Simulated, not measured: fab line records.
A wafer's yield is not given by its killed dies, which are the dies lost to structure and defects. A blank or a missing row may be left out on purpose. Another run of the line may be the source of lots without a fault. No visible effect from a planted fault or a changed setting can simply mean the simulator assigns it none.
The tool behind it: which one? ; flow sky130 ; 12 lots with 36 wafers sampled at 5 steps, on a route of 708 steps

WHAT THE GAUGES READ, wafer by wafer
Not one reading of a measure or inspect step in the record can be checked against a usual standard deviation.

WHICH TOOL RAN EACH LOT (tool, then ch and the chambers of the sampled wafers, then the start)
lot;SKY_METAL2_METAL_ETCH_19;SKY_METAL5_SPUTTER_00;SKY_METAL5_STRIP_16;SKY_PASSIVATION_CVD_02;SKY_PAD_OPEN_PROBE_99
L966;rie metal-04 ch 0,1, day 34 14:01;pvd sputter-01, day 42 09:43;plasma asher-01 ch 0,1, day 43 08:41;pecvd-02 ch 1,2, day 43 09:22;-
L970;rie metal-04 ch 0,1, day 36 05:49;pvd sputter-01, day 43 20:58;plasma asher-04 ch 0,1, day 44 19:50;pecvd-04 ch 0,1, day 44 20:56;prober-01, day 46 16:22
L972;rie metal-04 ch 0,1, day 36 17:52;pvd sputter-02, day 44 06:41;plasma asher-02 ch 0,1, day 45 04:29;pecvd-03 ch 0,1, day 45 05:10;prober-01, day 47 01:02
L977;rie metal-01 ch 0, day 38 09:13;pvd sputter-02, day 45 15:38;plasma asher-02 ch 0,1, day 46 12:41;pecvd-02 ch 1,2, day 46 13:22;prober-02, day 48 07:15
L978;rie metal-02 ch 1, day 38 19:16;pvd sputter-02, day 46 01:01;plasma asher-01 ch 0,1, day 46 21:46;pecvd-02 ch 0,1,2, day 46 22:31;prober-01, day 48 16:04
L981;rie metal-04 ch 0,1, day 39 16:07;pvd sputter-03, day 46 16:45;plasma asher-02 ch 0,1, day 47 12:37;pecvd-03 ch 0,1,2, day 47 13:42;prober-02, day 49 05:07
L982;rie metal-01 ch 0,1, day 40 17:28;pvd sputter-01, day 47 13:23;plasma asher-04 ch 0,1, day 48 08:19;pecvd-03 ch 0,1,2, day 48 08:59;-
L983;rie metal-02 ch 0,1, day 40 20:50;pvd sputter-02, day 47 17:34;plasma asher-01 ch 0,1, day 48 12:38;pecvd-03 ch 0,1,2, day 48 13:19;-
L985;rie metal-04 ch 0,1, day 41 09:15;pvd sputter-01, day 48 02:06;plasma asher-01 ch 0,1, day 48 21:16;pecvd-03 ch 0,1,2, day 48 21:55;prober-02, day 50 10:44
L987;rie metal-04 ch 0,1, day 41 23:37;pvd sputter-02, day 48 13:22;plasma asher-02 ch 0,1, day 49 07:59;pecvd-03 ch 1,2, day 49 08:46;-
L986;rie metal-02 ch 0,1, day 41 23:56;pvd sputter-02, day 48 14:35;plasma asher-04 ch 0,1, day 49 08:46;pecvd-02 ch 0,1,2, day 49 09:36;-
L989;rie metal-02 ch 0,1, day 43 12:20;pvd sputter-01, day 49 17:08;plasma asher-04 ch 0,1, day 50 09:49;pecvd-04 ch 0,1, day 50 10:32;prober-01, day 51 18:57
- SKY_METAL2_METAL_ETCH_19: etches the open film in Cl2/BCl3, stops on SiO2, target depth 360 nm, time 78 s.
- SKY_METAL5_SPUTTER_00: material Ti, target thk 15 nm, time 10 s.
- SKY_METAL5_STRIP_16: strips in O2/N2.
- SKY_PASSIVATION_CVD_02: deposits Si3N4, target thk 540 nm.
- SKY_PAD_OPEN_PROBE_99

AS READ BY THE TOOLS THEMSELVES (means over the sampled wafers that have a number; for cases with no such wafer, the mark the record gives instead)
SKY_METAL2_METAL_ETCH_19. Usual: drypump motor current A 5.6 A, standard deviation 0.43; oes product au 0.854 a.u., standard deviation 0.0055; throttle valve pct 22.265 %, standard deviation 0.0086.
lot;tool;drypump motor current A (A);oes product au (a.u.);throttle valve pct (%);flag
L966;rie metal-04;5.6;0.856;22.261;
L970;rie metal-04;5.6;0.853;22.268;
L972;rie metal-04;5.8;0.857;22.262;
L977;rie metal-01;6.0;0.850;22.271;
L978;rie metal-02;4.8;0.856;22.268;
L981;rie metal-04;5.6;0.858;22.262;
L982;rie metal-01;5.5;0.857;22.260;
L983;rie metal-02;5.7;0.854;22.265;
L985;rie metal-04;5.7;0.850;22.260;
L987;rie metal-04;5.7;0.850;22.261;
L986;rie metal-02;5.8;0.851;22.267;
L989;rie metal-02;5.8;0.851;22.270;

SKY_METAL5_SPUTTER_00. Usual: throttle valve pct reads 29.9 % (standard deviation 1.1).
lot;tool;throttle valve pct (%);flag
L966;pvd sputter-01;30.4;
L970;pvd sputter-01;30.0;
L972;pvd sputter-02;30.1;
L977;pvd sputter-02;29.4;
L978;pvd sputter-02;30.2;
L981;pvd sputter-03;29.9;
L982;pvd sputter-01;29.7;
L983;pvd sputter-02;30.0;
L985;pvd sputter-01;30.0;
L987;pvd sputter-02;29.8;
L986;pvd sputter-02;29.9;
L989;pvd sputter-01;31.5;

SKY_METAL5_STRIP_16. Usual: drypump motor current A 5.7 A, standard deviation 0.47; oes product au 0.710 a.u., standard deviation 0.0042; strip time to endpoint s 13.05 s, standard deviation 0.15.
lot;tool;drypump motor current A (A);oes product au (a.u.);strip time to endpoint s (s);flag
L966;plasma asher-01;6.0;0.707;13.09;
L970;plasma asher-04;5.3;0.715;12.96;
L972;plasma asher-02;5.8;0.709;12.96;
L977;plasma asher-02;5.9;0.713;13.24;
L978;plasma asher-01;6.0;0.710;13.18;
L981;plasma asher-02;5.8;0.712;12.90;
L982;plasma asher-04;5.3;0.704;13.09;
L983;plasma asher-01;6.3;0.711;13.06;
L985;plasma asher-01;6.4;0.709;13.02;
L987;plasma asher-02;5.8;0.709;13.20;
L986;plasma asher-04;5.3;0.713;13.19;
L989;plasma asher-04;5.3;0.710;12.77;

SKY_PASSIVATION_CVD_02. Usual: heater power w reads 659 W (standard deviation 110).
lot;tool;heater power w (W);flag
L966;pecvd-02;664;
L970;pecvd-04;709;
L972;pecvd-03;573;
L977;pecvd-02;691;
L978;pecvd-02;607;
L981;pecvd-03;667;
L982;pecvd-03;623;
L983;pecvd-03;659;
L985;pecvd-03;596;
L987;pecvd-03;687;
L986;pecvd-02;651;
L989;pecvd-04;702;

SKY_PAD_OPEN_PROBE_99. Usual: defect limited yield 82.3 %, standard deviation 2.1; killed_at_M0_to_M3 44, standard deviation 7.2; killed_at_M4_up 3.1, standard deviation 1.7; killed at contacts 24, standard deviation 5.2; killed at front end 15, standard deviation 4.1; killed at other 0.3, standard deviation 0.61; killed dies 87, standard deviation 10; killed on rim 17, standard deviation 3.8; killed open 48, standard deviation 7.5; killed short 39, standard deviation 6.6; sort_bin_3_pad_short 0.8 %, standard deviation 0.39; sort_bin_5_function 10.4 %, standard deviation 1.7; sort_bin_6_memory 6.5 %, standard deviation 1.1; sort n pass 405, standard deviation 10; sort yield pct 82.3 %, standard deviation 2.1.
lot;tool;defect limited yield (%);killed_at_M0_to_M3;killed_at_M4_up;killed at contacts;killed at front end;killed at other;killed dies;killed on rim;killed open;killed short;sort_bin_3_pad_short (%);sort_bin_5_function (%);sort_bin_6_memory (%);sort n pass;sort yield pct (%);flag
L970;prober-01;80.0;60;4.7;16;18;0.0;98;21;37;40;2.8;12.0;5.2;394;80.0;OFF
L972;prober-01;72.4;88;3.0;27;18;0.7;136;27;51;42;3.9;15.7;8.0;356;72.4;OFF
L977;prober-02;81.6;41;4.7;27;18;0.0;91;18;54;36;0.6;11.4;6.4;401;81.6;
L978;prober-01;81.5;46;2.7;25;17;0.0;91;16;48;42;1.1;10.6;6.8;401;81.5;
L981;prober-02;83.7;39;3.0;21;17;0.7;80;17;45;35;0.7;8.6;6.8;412;83.7;
L985;prober-02;83.2;44;2.3;21;14;1.0;83;16;44;38;0.7;9.6;6.5;409;83.2;
L989;prober-01;85.4;36;1.0;20;14;0.3;72;13;39;33;0.5;8.3;5.9;420;85.4;

THE ANSWER, worked out from the rows above alone
Rule: a lot counts as off when the mean over its wafers that have a number is more than 3 standard deviations away from the usual mean. A lot without any number at a reading at which 4 lots or more have one is off too. The other lots that the step has rows for count as sound. The gauges are gone through in route order, then the tools' own readings, and for those a lot's mean is taken as printed above. At the first step where some lot is off, the reading lying furthest off is the one used; lots without a number count as furthest.
Off: L970, L972, at SKY_PAD_OPEN_PROBE_99 (sort_bin_3_pad_short). Neither off nor sound, because the step has no rows for them: L966, L982, L983, L987, L986.
A tool fits if, at that step or a process step before it, it ran every lot that is off, and no sound lot after the first of them. Of those tried, none fits.

WHAT THE SIMULATOR HAD INSERTED
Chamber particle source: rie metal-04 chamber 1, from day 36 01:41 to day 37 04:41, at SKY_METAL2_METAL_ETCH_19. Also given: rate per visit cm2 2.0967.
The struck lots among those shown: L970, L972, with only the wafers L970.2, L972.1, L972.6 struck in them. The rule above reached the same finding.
